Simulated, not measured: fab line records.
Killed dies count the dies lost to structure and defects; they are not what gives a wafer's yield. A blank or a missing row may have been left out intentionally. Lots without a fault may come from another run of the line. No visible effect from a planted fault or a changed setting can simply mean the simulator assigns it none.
fab line records	flow sky130
[record] lots = 13	wafers = 39	lastDay = 51
route steps=708 shown METAL3@532 CAPM@537
lots that met no fault: from a run of the same line without faults
startH: hours from the record's opening day to when the first of the lot's shown wafers began	waitH: hours since the lot's step before	" same as the row above	L1.1+2: a single row standing in for several wafers	- value missing, or start not given	* or withheld: withheld	< > ~ a bound
route shown NAME@n: names a module that has steps shown in the file, with the first one's number in the route	usual: mean/standard deviation of fault-free wafers	same: alike in all rows	chamber/n: place in a boat	sites: the reading at each site	_std_site: standard deviation of those values	_edge_site: mean of outer sites minus mean of inner sites	radiusMm: for every site, how far away it sits from the centre of the wafer	mask NAME#n: copy n	behind: the most recent tool/chamber to have shaped the wafer	hold: why the lot went on hold/how many hours it stayed there/how the hold came to an end	device: whichever transistor did not switch (one of n, p or np)	end of line: the same wafers' tests at the end of the route	step lacking rows: just its recipe	killed: at the first sort, the dies lost to defects and structure; wafer yield is something else	map: the dies of a wafer, with x for killed, . for not killed, _ for no die there
set.NAME: the setting that was run; set.NAME@STEP: the one run at that earlier step	model.NAME: the simulator's own value behind a step, which no gauge read
the route's steps for a sample of lots (tables are steps, rows are wafers)
services: when a tool's chamber went out of use (startH, in hours from the record's first day, below 0 if earlier), for how many hours, and the reason
[[steps]]
[step SKY_METAL3_SPUTTER_00]
[recipe] material = Ti	targetThkNm = 15	powerW = 3000	timeS = 10	chamberPressurePa = 0.4
[usual] throttleValvePct = 30.3/0.98
[same] timeS = 10
lot.wafer	tool	chamber	startH	waitH	throttleValvePct
L856.2	pvdSputter-04	-	841.74	0.1	29.1
L856.3	"	-	"	"	29.5
L856.6	"	-	"	"	30.6
L857.4	pvdSputter-03	-	859.86	0.1	32.9
L857.5	"	-	"	"	31.6
L857.6	"	-	"	"	30.8
L858.1	pvdSputter-04	-	860.89	0.2	31.0
L858.2	"	-	"	"	30.7
L858.5	"	-	"	"	30.5
L859.4	pvdSputter-01	-	874.75	0.1	30.5
L859.5	"	-	"	"	29.4
L859.6	"	-	"	"	30.2
L862.1	pvdSputter-04	-	904.80	0.2	29.0
L862.4	"	-	"	"	29.6
L862.5	"	-	"	"	29.3
L864.3	pvdSputter-03	-	911.04	0.2	33.0
L864.5	"	-	"	"	29.4
L864.6	"	-	"	"	32.8
L868.1	pvdSputter-01	-	940.81	0.2	30.3
L868.3	"	-	"	"	30.2
L868.6	"	-	"	"	30.3
L869.2	pvdSputter-04	-	951.30	0.2	29.6
L869.4	"	-	"	"	29.1
L869.6	"	-	"	"	30.5
L870.2	pvdSputter-01	-	951.99	0.1	30.1
L870.3	"	-	"	"	29.9
L870.6	"	-	"	"	30.4
L871.2	pvdSputter-04	-	971.32	0.2	29.6
L871.5	"	-	"	"	30.6
L871.6	"	-	"	"	31.2
L873.2	pvdSputter-03	-	982.57	0.1	30.8
L873.3	"	-	"	"	33.0
L873.5	"	-	"	"	30.9
L879.1	pvdSputter-04	-	1024.58	0.2	30.9
L879.4	"	-	"	"	29.7
L879.5	"	-	"	"	30.7
L878.1	pvdSputter-01	-	1050.30	0.2	30.2
L878.2	"	-	"	"	29.6
L878.6	"	-	"	"	30.0
[step SKY_METAL3_SPUTTER_02]
[recipe] material = AlCu	targetThkNm = 735	powerW = 10600	timeS = 39.1	chamberPressurePa = 0.4
[usual] throttleValvePct = 30.3/0.98
[same] timeS = 39.1
lot.wafer	tool	chamber	startH	waitH	throttleValvePct
L856.2	pvdSputter-04	-	841.79	0.0	29.2
L856.3	"	-	"	"	29.4
L856.6	"	-	"	"	30.7
L857.4	pvdSputter-03	-	859.91	0.0	32.8
L857.5	"	-	"	"	31.5
L857.6	"	-	"	"	30.9
L858.1	pvdSputter-04	-	860.94	0.0	31.0
L858.2	"	-	"	"	30.2
L858.5	"	-	"	"	31.0
L859.4	pvdSputter-01	-	874.80	0.0	30.3
L859.5	"	-	"	"	29.5
L859.6	"	-	"	"	30.3
L862.1	pvdSputter-04	-	904.85	0.0	29.3
L862.4	"	-	"	"	29.3
L862.5	"	-	"	"	29.3
L864.3	pvdSputter-03	-	911.09	0.0	32.8
L864.5	"	-	"	"	29.4
L864.6	"	-	"	"	32.9
L868.1	pvdSputter-01	-	940.86	0.0	30.3
L868.3	"	-	"	"	30.3
L868.6	"	-	"	"	30.1
L869.2	pvdSputter-04	-	951.35	0.0	29.7
L869.4	"	-	"	"	29.1
L869.6	"	-	"	"	30.6
L870.2	pvdSputter-01	-	952.04	0.0	30.1
L870.3	"	-	"	"	29.6
L870.6	"	-	"	"	30.4
L871.2	pvdSputter-04	-	971.37	0.0	29.6
L871.5	"	-	"	"	30.7
L871.6	"	-	"	"	30.8
L873.2	pvdSputter-03	-	982.62	0.0	30.7
L873.3	"	-	"	"	32.8
L873.5	"	-	"	"	31.0
L879.1	pvdSputter-04	-	1024.63	0.0	31.1
L879.4	"	-	"	"	29.5
L879.5	"	-	"	"	31.0
L878.1	pvdSputter-01	-	1050.34	0.0	30.2
L878.2	"	-	"	"	29.7
L878.6	"	-	"	"	29.8
[step SKY_CAPM_CVD_00]
[recipe] material = SiO2	targetThkNm = 15.5	tempC = 400	timeS = withheld	rfW = 450
[usual] heaterPowerW = 679/100
lot.wafer	tool	chamber	startH	waitH	heaterPowerW
L856.2	pecvd-03	2	841.89	0.0	717
L856.3	"	0	"	"	668
L856.6	"	2	"	"	703
L857.4	pecvd-02	2	860.03	0.0	829
L857.5	"	0	"	"	957
L857.6	"	1	"	"	768
L858.1	pecvd-01	2	861.06	0.0	646
L858.2	"	1	"	"	741
L858.5	"	1	"	"	753
L859.4	pecvd-03	0	874.91	0.0	663
L859.5	"	2	"	"	715
L859.6	"	1	"	"	638
L862.1	pecvd-03	2	904.96	0.0	634
L862.4	"	2	"	"	632
L862.5	"	0	"	"	635
L864.3	pecvd-01	0	911.20	0.0	566
L864.5	"	0	"	"	571
L864.6	"	1	"	"	658
L868.1	pecvd-03	0	940.97	0.0	609
L868.3	"	1	"	"	592
L868.6	"	0	"	"	628
L869.2	pecvd-01	2	951.46	0.0	605
L869.4	"	1	"	"	714
L869.6	"	0	"	"	503
L870.2	pecvd-03	0	952.15	0.0	721
L870.3	"	1	"	"	622
L870.6	"	0	"	"	692
L871.2	pecvd-02	2	971.48	0.0	896
L871.5	"	2	"	"	914
L871.6	"	1	"	"	715
L873.2	pecvd-03	1	982.73	0.0	609
L873.3	"	2	"	"	730
L873.5	"	2	"	"	720
L879.1	pecvd-03	0	1024.74	0.0	673
L879.4	"	0	"	"	667
L879.5	"	2	"	"	723
L878.1	pecvd-01	2	1050.45	0.0	648
L878.2	"	0	"	"	619
L878.6	"	0	"	"	606
[step SKY_CAPM_THK_MEAS_01]
[recipe] reads = SiO2_of_CAPM_CVD_00
[usual] CAPM_CVD_00_THK = 15.50/0.22
lot.wafer	tool	chamber	startH	waitH	hold	CAPM_CVD_00_THK[nm]
L856.2	filmMetro-03	-	841.93	-	-	15.20
L856.3	"	-	"	"	-	15.63
L856.6	"	-	"	"	-	15.41
L857.4	filmMetro-04	-	860.07	-	-	15.43
L857.5	"	-	"	"	-	15.64
L857.6	"	-	"	"	-	15.49
L858.1	filmMetro-01	-	861.08	-	-	15.18
L858.2	"	-	"	"	-	15.29
L858.5	"	-	"	"	-	15.82
L859.4	filmMetro-01	-	874.95	-	-	15.39
L859.5	"	-	"	"	-	15.71
L859.6	"	-	"	"	-	15.54
L862.1	filmMetro-01	-	904.98	-	-	15.19
L862.4	"	-	"	"	-	15.74
L862.5	"	-	"	"	-	15.52
L864.3	filmMetro-03	-	911.24	-	awaitDispo/0.2h/release	26.11
L864.5	"	-	"	"	awaitDispo/0.2h/release	26.71
L864.6	"	-	"	"	awaitDispo/0.2h/release	26.42
L864.3	filmMetro-03	-	911.50	0.2	-	26.11
L864.5	"	-	"	"	-	26.72
L864.6	"	-	"	"	-	26.51
L868.1	filmMetro-01	-	940.99	-	-	15.52
L868.3	"	-	"	"	-	15.62
L868.6	"	-	"	"	-	15.83
L869.2	filmMetro-01	-	951.49	-	awaitDispo/0.2h/release	26.18
L869.4	"	-	"	"	awaitDispo/0.2h/release	26.40
L869.6	"	-	"	"	awaitDispo/0.2h/release	26.62
L869.2	filmMetro-01	-	951.78	0.3	-	26.18
L869.4	"	-	"	"	-	26.40
L869.6	"	-	"	"	-	26.61
L870.2	filmMetro-01	-	952.18	-	-	15.34
L870.3	"	-	"	"	-	15.35
L870.6	"	-	"	"	-	15.67
L871.2	filmMetro-03	-	971.51	-	-	15.21
L871.5	"	-	"	"	-	15.41
L871.6	"	-	"	"	-	15.47
L873.2	filmMetro-04	-	982.76	-	-	15.22
L873.3	"	-	"	"	-	15.18
L873.5	"	-	"	"	-	15.15
L879.1	filmMetro-03	-	1024.76	-	-	15.36
L879.4	"	-	"	"	-	15.28
L879.5	"	-	"	"	-	15.32
L878.1	filmMetro-03	-	1050.47	-	-	15.56
L878.2	"	-	"	"	-	15.65
L878.6	"	-	"	"	-	15.90
[step SKY_CAPM_THK_MEAS_04]
[recipe] thkMeasGauge = xrf	reads = TiN_of_CAPM_SPUTTER_02
[usual] CAPM_TIN_THK = 202.4/2.3
lot.wafer	tool	chamber	startH	waitH	CAPM_TIN_THK[nm]
L856.2	filmMetro-04	-	842.22	0.1	201.3
L856.3	"	-	"	"	199.9
L856.6	"	-	"	"	200.3
L857.4	filmMetro-03	-	860.36	0.1	201.4
L857.5	"	-	"	"	201.4
L857.6	"	-	"	"	202.1
L858.1	filmMetro-04	-	861.37	0.1	204.2
L858.2	"	-	"	"	202.6
L858.5	"	-	"	"	199.6
L859.4	filmMetro-04	-	875.24	0.1	198.8
L859.5	"	-	"	"	199.0
L859.6	"	-	"	"	199.6
L862.1	filmMetro-04	-	905.27	0.1	201.4
L862.4	"	-	"	"	204.8
L862.5	"	-	"	"	205.5
L868.1	filmMetro-04	-	941.28	0.1	200.0
L868.3	"	-	"	"	200.7
L868.6	"	-	"	"	197.2
L870.2	filmMetro-03	-	952.47	0.1	204.3
L870.3	"	-	"	"	201.6
L870.6	"	-	"	"	202.5
L871.2	filmMetro-04	-	971.80	0.1	202.3
L871.5	"	-	"	"	204.1
L871.6	"	-	"	"	200.7
L873.2	filmMetro-03	-	983.05	0.1	202.6
L873.3	"	-	"	"	202.4
L873.5	"	-	"	"	201.7
L879.1	filmMetro-04	-	1025.06	0.1	205.5
L879.4	"	-	"	"	206.5
L879.5	"	-	"	"	204.1
L878.1	filmMetro-03	-	1050.78	0.1	200.8
L878.2	"	-	"	"	202.0
L878.6	"	-	"	"	201.8
[[services]]
tool	chamber	startH	hours	kind
pecvd-03	1	818.12	-	clean
pecvd-02	1	824.93	7.2	repair
pecvd-01	0	828.37	3.4	repair
pvdSputter-01	-	837.56	9.8	repair
pecvd-01	2	841.26	4.0	repair
pvdSputter-04	-	861.83	0.6	repair
pecvd-02	-	863.16	0.7	repair
pvdSputter-04	-	890.03	5.5	repair
pecvd-02	1	895.63	3.1	repair
pvdSputter-04	-	916.67	18.9	repair
pvdSputter-03	-	917.11	9.1	repair
pvdSputter-01	1	940.97	-	consumableReplace:kit
pvdSputter-01	1	940.97	18.0	scheduledDown
pvdSputter-01	1	940.97	18.0	ventCycle
pvdSputter-04	2	975.30	-	consumableReplace:kit
pvdSputter-04	2	975.30	18.0	scheduledDown
pvdSputter-04	2	975.30	18.0	ventCycle
pvdSputter-04	-	977.28	4.2	repair
pecvd-01	-	980.02	6.0	pm
pvdSputter-04	-	983.30	3.3	repair
pecvd-02	-	984.67	6.0	pm
pecvd-01	-	987.58	1.4	repair
pecvd-03	0	1027.64	3.4	repair
pvdSputter-01	-	1037.47	0.7	repair
[[key]]
[firstSign] step = SKY_CAPM_THK_MEAS_01	reading = visit	direction = added
[effect] step = SKY_CAPM_THK_MEAS_01	reading = CAPM_CVD_00_THK	direction = up	sigmas = 49	usual = 15.50	struck = 26.41
metAt SKY_CAPM_CVD_00
struckLots L864,L869
scrappedBehind SKY_CAPM_THK_MEAS_01 L864.3,L864.5,L864.6,L869.2,L869.4,L869.6
notActingAt SKY_METAL3_SPUTTER_00,SKY_METAL3_SPUTTER_02,SKY_CAPM_THK_MEAS_04
onsetBetween 861.06 911.20
[fault] kind = processParameterDrift	tool = pecvd-01	chamber = -	onsetH = 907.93	steps = SKY_CAPM_CVD_00	channel = targetThkNm	offset = 10.593	shape = step	endH = 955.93	actsIn = theseRecipesOnly	stated = 15.5
